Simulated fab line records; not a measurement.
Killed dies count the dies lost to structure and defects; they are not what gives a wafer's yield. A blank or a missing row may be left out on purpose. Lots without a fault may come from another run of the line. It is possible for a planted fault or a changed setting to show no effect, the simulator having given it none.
Which tool is to blame? || flow gf180mcu || 36 wafers from 12 lots sampled at 5 of the route's 602 steps

WHAT EACH GAUGE READ, for each wafer
GF_MVSD_OVL_MEAS_07.
{"lot": "L196", "measured": "day 4 12:58", "on": "overlay-01", "MVSD_OVL (nm)": "1.9 0.2 -0.9"}
{"lot": "L197", "measured": "day 4 19:37", "on": "overlay-01", "MVSD_OVL (nm)": "0.0 0.4 0.4"}
{"lot": "L199", "measured": "day 5 03:56", "on": "overlay-01", "MVSD_OVL (nm)": "1.0 0.0 1.4"}
{"lot": "L201", "measured": "day 5 16:31", "on": "overlay-01", "MVSD_OVL (nm)": "2.1 1.4 1.0"}
{"lot": "L206", "measured": "day 6 19:41", "on": "overlay-02", "MVSD_OVL (nm)": "-0.3 1.1 -1.1"}
{"lot": "L207", "measured": "day 7 02:10", "on": "overlay-02", "MVSD_OVL (nm)": "-3.6 -2.5 -2.1"}
{"lot": "L208", "measured": "day 7 06:02", "on": "overlay-01", "MVSD_OVL (nm)": "1.8 1.1 1.0"}
{"lot": "L211", "measured": "day 8 04:03", "on": "overlay-01", "MVSD_OVL (nm)": "2.0 2.0 1.6"}
{"lot": "L213", "measured": "day 8 14:55", "on": "overlay-01", "MVSD_OVL (nm)": "-0.6 0.2 -1.4"}
{"lot": "L215", "measured": "day 9 00:31", "on": "overlay-01", "MVSD_OVL (nm)": "-0.9 -0.5 -1.5"}
{"lot": "L217", "measured": "day 9 12:24", "on": "overlay-01", "MVSD_OVL (nm)": "1.7 1.2 1.4"}
{"lot": "L219", "measured": "day 10 02:25", "on": "overlay-02", "MVSD_OVL (nm)": "-0.9 -0.9 1.1"}

GF_MVSD_TW_MEAS_11.
{"lot": "L196", "measured": "day 4 13:24", "on": "filmMetro-03", "MVSD_TW": "1593 1604 1600"}
{"lot": "L197", "measured": "day 4 20:04", "on": "filmMetro-02", "MVSD_TW": "1590 1598 1589"}
{"lot": "L199", "measured": "day 5 04:22", "on": "filmMetro-04", "MVSD_TW": "1547 1554 1551"}
{"lot": "L201", "measured": "day 5 16:58", "on": "filmMetro-03", "MVSD_TW": "1583 1589 1579"}
{"lot": "L206", "measured": "day 6 20:08", "on": "filmMetro-04", "MVSD_TW": "1549 1552 1557"}
{"lot": "L207", "measured": "day 7 02:35", "on": "filmMetro-03", "MVSD_TW": "1600 1589 1605"}
{"lot": "L208", "measured": "day 7 06:28", "on": "filmMetro-03", "MVSD_TW": "1595 1593 1597"}
{"lot": "L211", "measured": "day 8 04:29", "on": "filmMetro-04", "MVSD_TW": "1548 1551 1554"}
{"lot": "L213", "measured": "day 8 15:22", "on": "filmMetro-02", "MVSD_TW": "1603 1607 1601"}
{"lot": "L215", "measured": "day 9 00:57", "on": "filmMetro-04", "MVSD_TW": "1560 1558 1555"}
{"lot": "L217", "measured": "day 9 12:50", "on": "filmMetro-04", "MVSD_TW": "1553 1556 1556"}
{"lot": "L219", "measured": "day 10 02:51", "on": "filmMetro-02", "MVSD_TW": "1610 1602 1616"}

WHICH TOOL RAN EACH LOT (tool, then ch and the chambers of the sampled wafers, then the start)
{"lot": "L196", "GF_LVPWELL_COAT_02": "lithoTrack-03 ch 0, day 3 16:02", "GF_LVPWELL_STRIP_10": "plasmaAsher-01 ch 0,1, day 3 23:02", "GF_MVSD_STRIP_10": "plasmaAsher-01 ch 0,1, day 4 13:18"}
{"lot": "L197", "GF_LVPWELL_COAT_02": "lithoTrack-01 ch 0, day 3 22:14", "GF_LVPWELL_STRIP_10": "plasmaAsher-01 ch 0,1, day 4 05:47", "GF_MVSD_STRIP_10": "plasmaAsher-01 ch 0,1, day 4 19:57"}
{"lot": "L199", "GF_LVPWELL_COAT_02": "lithoTrack-04 ch 0, day 4 06:22", "GF_LVPWELL_STRIP_10": "plasmaAsher-02 ch 0,1, day 4 13:59", "GF_MVSD_STRIP_10": "plasmaAsher-01 ch 0,1, day 5 04:16"}
{"lot": "L201", "GF_LVPWELL_COAT_02": "lithoTrack-03 ch 0, day 4 18:19", "GF_LVPWELL_STRIP_10": "plasmaAsher-03 ch 1, day 5 01:53", "GF_MVSD_STRIP_10": "plasmaAsher-02 ch 0, day 5 16:51"}
{"lot": "L206", "GF_LVPWELL_COAT_02": "lithoTrack-03 ch 0, day 5 20:08", "GF_LVPWELL_STRIP_10": "plasmaAsher-01 ch 0,1, day 6 04:29", "GF_MVSD_STRIP_10": "plasmaAsher-02 ch 0,1, day 6 20:02"}
{"lot": "L207", "GF_LVPWELL_COAT_02": "lithoTrack-01 ch 0, day 6 03:00", "GF_LVPWELL_STRIP_10": "plasmaAsher-01 ch 0,1, day 6 11:11", "GF_MVSD_STRIP_10": "plasmaAsher-04 ch 0, day 7 02:29"}
{"lot": "L208", "GF_LVPWELL_COAT_02": "lithoTrack-04 ch 0, day 6 07:34", "GF_LVPWELL_STRIP_10": "plasmaAsher-01 ch 0,1, day 6 15:21", "GF_MVSD_STRIP_10": "plasmaAsher-02 ch 0,1, day 7 06:22"}
{"lot": "L211", "GF_LVPWELL_COAT_02": "lithoTrack-04 ch 0, day 7 04:20", "GF_LVPWELL_STRIP_10": "plasmaAsher-01 ch 0,1, day 7 12:26", "GF_MVSD_STRIP_10": "plasmaAsher-01 ch 0,1, day 8 04:23"}
{"lot": "L213", "GF_LVPWELL_COAT_02": "lithoTrack-04 ch 0, day 7 13:04", "GF_LVPWELL_STRIP_10": "plasmaAsher-02 ch 0,1, day 7 21:59", "GF_MVSD_STRIP_10": "plasmaAsher-01 ch 0,1, day 8 15:17"}
{"lot": "L215", "GF_LVPWELL_COAT_02": "lithoTrack-04 ch 0, day 7 23:11", "GF_LVPWELL_STRIP_10": "plasmaAsher-03 ch 0,1, day 8 08:05", "GF_MVSD_STRIP_10": "plasmaAsher-02 ch 0,1, day 9 00:50"}
{"lot": "L217", "GF_LVPWELL_COAT_02": "lithoTrack-04 ch 0, day 8 09:56", "GF_LVPWELL_STRIP_10": "plasmaAsher-02 ch 0,1, day 8 18:53", "GF_MVSD_STRIP_10": "plasmaAsher-02 ch 0,1, day 9 12:44"}
{"lot": "L219", "GF_LVPWELL_COAT_02": "lithoTrack-04 ch 0, day 8 23:29", "GF_LVPWELL_STRIP_10": "plasmaAsher-01 ch 0,1, day 9 08:59", "GF_MVSD_STRIP_10": "plasmaAsher-01 ch 0,1, day 10 02:44"}
- GF_LVPWELL_COAT_02: resist thk 3000 nm.
- GF_LVPWELL_STRIP_10: strips in O2/N2.
- GF_MVSD_STRIP_10: strips in O2/N2.

AS READ BY THE TOOLS THEMSELVES (means over the sampled wafers that have a number; for cases with no such wafer, the mark the record gives instead)
GF_LVPWELL_COAT_02.
{"lot": "L196", "tool": "lithoTrack-03", "spinSpeedRpm (rpm)": 1998.7}
{"lot": "L197", "tool": "lithoTrack-01", "spinSpeedRpm (rpm)": 2000.8}
{"lot": "L199", "tool": "lithoTrack-04", "spinSpeedRpm (rpm)": 1999.1}
{"lot": "L201", "tool": "lithoTrack-03", "spinSpeedRpm (rpm)": 2000.0}
{"lot": "L206", "tool": "lithoTrack-03", "spinSpeedRpm (rpm)": 1999.0}
{"lot": "L207", "tool": "lithoTrack-01", "spinSpeedRpm (rpm)": 1999.5}
{"lot": "L208", "tool": "lithoTrack-04", "spinSpeedRpm (rpm)": 1999.7}
{"lot": "L211", "tool": "lithoTrack-04", "spinSpeedRpm (rpm)": 1999.2}
{"lot": "L213", "tool": "lithoTrack-04", "spinSpeedRpm (rpm)": 2000.6}
{"lot": "L215", "tool": "lithoTrack-04", "spinSpeedRpm (rpm)": 1999.8}
{"lot": "L217", "tool": "lithoTrack-04", "spinSpeedRpm (rpm)": 2000.2}
{"lot": "L219", "tool": "lithoTrack-04", "spinSpeedRpm (rpm)": 2000.1}

GF_LVPWELL_STRIP_10.
{"lot": "L196", "tool": "plasmaAsher-01", "drypumpMotorCurrentA (A)": 6.3, "heaterPowerW (W)": 348, "oesProductAu (a.u.)": 0.721, "platenTempC (C)": 250.04, "stripTimeToEndpointS (s)": 36.78}
{"lot": "L197", "tool": "plasmaAsher-01", "drypumpMotorCurrentA (A)": 6.0, "heaterPowerW (W)": 330, "oesProductAu (a.u.)": 0.723, "platenTempC (C)": 250.11, "stripTimeToEndpointS (s)": 36.89}
{"lot": "L199", "tool": "plasmaAsher-02", "drypumpMotorCurrentA (A)": 5.6, "heaterPowerW (W)": 348, "oesProductAu (a.u.)": 0.724, "platenTempC (C)": 250.02, "stripTimeToEndpointS (s)": 36.93}
{"lot": "L201", "tool": "plasmaAsher-03", "drypumpMotorCurrentA (A)": 5.6, "heaterPowerW (W)": 356, "oesProductAu (a.u.)": 0.727, "platenTempC (C)": 249.74, "stripTimeToEndpointS (s)": 38.36}
{"lot": "L206", "tool": "plasmaAsher-01", "drypumpMotorCurrentA (A)": 6.0, "heaterPowerW (W)": 335, "oesProductAu (a.u.)": 0.725, "platenTempC (C)": 249.96, "stripTimeToEndpointS (s)": 38.30}
{"lot": "L207", "tool": "plasmaAsher-01", "drypumpMotorCurrentA (A)": 6.0, "heaterPowerW (W)": 327, "oesProductAu (a.u.)": 0.724, "platenTempC (C)": 250.26, "stripTimeToEndpointS (s)": 36.88}
{"lot": "L208", "tool": "plasmaAsher-01", "drypumpMotorCurrentA (A)": 6.0, "heaterPowerW (W)": 326, "oesProductAu (a.u.)": 0.719, "platenTempC (C)": 249.88, "stripTimeToEndpointS (s)": 37.04}
{"lot": "L211", "tool": "plasmaAsher-01", "drypumpMotorCurrentA (A)": 6.1, "heaterPowerW (W)": 328, "oesProductAu (a.u.)": 0.725, "platenTempC (C)": 249.91, "stripTimeToEndpointS (s)": 36.90}
{"lot": "L213", "tool": "plasmaAsher-02", "drypumpMotorCurrentA (A)": 5.6, "heaterPowerW (W)": 345, "oesProductAu (a.u.)": 0.722, "platenTempC (C)": 249.95, "stripTimeToEndpointS (s)": 36.84}
{"lot": "L215", "tool": "plasmaAsher-03", "drypumpMotorCurrentA (A)": 5.7, "heaterPowerW (W)": 329, "oesProductAu (a.u.)": 0.724, "platenTempC (C)": 250.10, "stripTimeToEndpointS (s)": 37.01}
{"lot": "L217", "tool": "plasmaAsher-02", "drypumpMotorCurrentA (A)": 5.6, "heaterPowerW (W)": 347, "oesProductAu (a.u.)": 0.723, "platenTempC (C)": 250.07, "stripTimeToEndpointS (s)": 36.86}
{"lot": "L219", "tool": "plasmaAsher-01", "drypumpMotorCurrentA (A)": 6.3, "heaterPowerW (W)": 350, "oesProductAu (a.u.)": 0.719, "platenTempC (C)": 249.89, "stripTimeToEndpointS (s)": 36.98}

GF_MVSD_STRIP_10.
{"lot": "L196", "tool": "plasmaAsher-01", "drypumpMotorCurrentA (A)": 6.1, "heaterPowerW (W)": 329, "oesProductAu (a.u.)": 0.722, "platenTempC (C)": 249.91, "stripTimeToEndpointS (s)": 36.92}
{"lot": "L197", "tool": "plasmaAsher-01", "drypumpMotorCurrentA (A)": 6.0, "heaterPowerW (W)": 333, "oesProductAu (a.u.)": 0.726, "platenTempC (C)": 250.01, "stripTimeToEndpointS (s)": 36.99}
{"lot": "L199", "tool": "plasmaAsher-01", "drypumpMotorCurrentA (A)": 6.1, "heaterPowerW (W)": 328, "oesProductAu (a.u.)": 0.720, "platenTempC (C)": 249.94, "stripTimeToEndpointS (s)": 36.83}
{"lot": "L201", "tool": "plasmaAsher-02", "drypumpMotorCurrentA (A)": 5.7, "heaterPowerW (W)": 325, "oesProductAu (a.u.)": 0.722, "platenTempC (C)": 250.05, "stripTimeToEndpointS (s)": 36.98}
{"lot": "L206", "tool": "plasmaAsher-02", "drypumpMotorCurrentA (A)": 5.6, "heaterPowerW (W)": 346, "oesProductAu (a.u.)": 0.727, "platenTempC (C)": 250.04, "stripTimeToEndpointS (s)": 36.72}
{"lot": "L207", "tool": "plasmaAsher-04", "drypumpMotorCurrentA (A)": 5.2, "heaterPowerW (W)": 326, "oesProductAu (a.u.)": 0.727, "platenTempC (C)": 250.12, "stripTimeToEndpointS (s)": 36.92}
{"lot": "L208", "tool": "plasmaAsher-02", "drypumpMotorCurrentA (A)": 5.6, "heaterPowerW (W)": 363, "oesProductAu (a.u.)": 0.724, "platenTempC (C)": 249.97, "stripTimeToEndpointS (s)": 36.85}
{"lot": "L211", "tool": "plasmaAsher-01", "drypumpMotorCurrentA (A)": 6.0, "heaterPowerW (W)": 331, "oesProductAu (a.u.)": 0.719, "platenTempC (C)": 250.05, "stripTimeToEndpointS (s)": 36.94}
{"lot": "L213", "tool": "plasmaAsher-01", "drypumpMotorCurrentA (A)": 6.0, "heaterPowerW (W)": 331, "oesProductAu (a.u.)": 0.725, "platenTempC (C)": 249.79, "stripTimeToEndpointS (s)": 36.92}
{"lot": "L215", "tool": "plasmaAsher-02", "drypumpMotorCurrentA (A)": 5.6, "heaterPowerW (W)": 343, "oesProductAu (a.u.)": 0.721, "platenTempC (C)": 250.05, "stripTimeToEndpointS (s)": 37.01}
{"lot": "L217", "tool": "plasmaAsher-02", "drypumpMotorCurrentA (A)": 5.6, "heaterPowerW (W)": 349, "oesProductAu (a.u.)": 0.721, "platenTempC (C)": 249.97, "stripTimeToEndpointS (s)": 37.12}
{"lot": "L219", "tool": "plasmaAsher-01", "drypumpMotorCurrentA (A)": 6.1, "heaterPowerW (W)": 328, "oesProductAu (a.u.)": 0.725, "platenTempC (C)": 249.90, "stripTimeToEndpointS (s)": 37.12}

THE ANSWER, worked out from the rows above alone
Rule: what is usual is taken from the lots themselves. Put in order of their means at a reading, lots are off if they are a third of the lots or fewer, leave a main group of 4 or more, and stand apart from it by a gap of 3 or more times the standard deviation of the main group's means; of several such gaps the widest counts. The tables above print the reading to a certain number of digits; a main group whose means all agree to those digits is not used. A lot without any number at a reading at which 4 lots or more have one is off too. Any other lot the step has rows for is counted as sound. First the gauges in route order, then the tools' own readings, where a lot's mean is used as printed above. At the first step where some lot is off, the reading lying furthest off is the one used; lots without a number count as furthest.
Off, at GF_LVPWELL_STRIP_10 on stripTimeToEndpointS: L201, L206. The main group: mean 36.91 s, standard deviation 0.076.
If a tool, at that step or one of the process steps before it, ran each lot that is off and ran no sound lot following the first of them, it fits. One fits: GF_LVPWELL_COAT_02 on lithoTrack-03. A fault onset in the window from L196 (day 3 16:02, its last sound lot) to L201 (day 4 18:19, its first lot off) fits.

WHAT WAS PUT IN BY THE SIMULATOR
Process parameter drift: lithoTrack-03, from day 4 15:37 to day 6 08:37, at GF_LVPWELL_COAT_02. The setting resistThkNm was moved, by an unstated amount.
Shown lots that were struck: L201, L206. The rule above found the same.
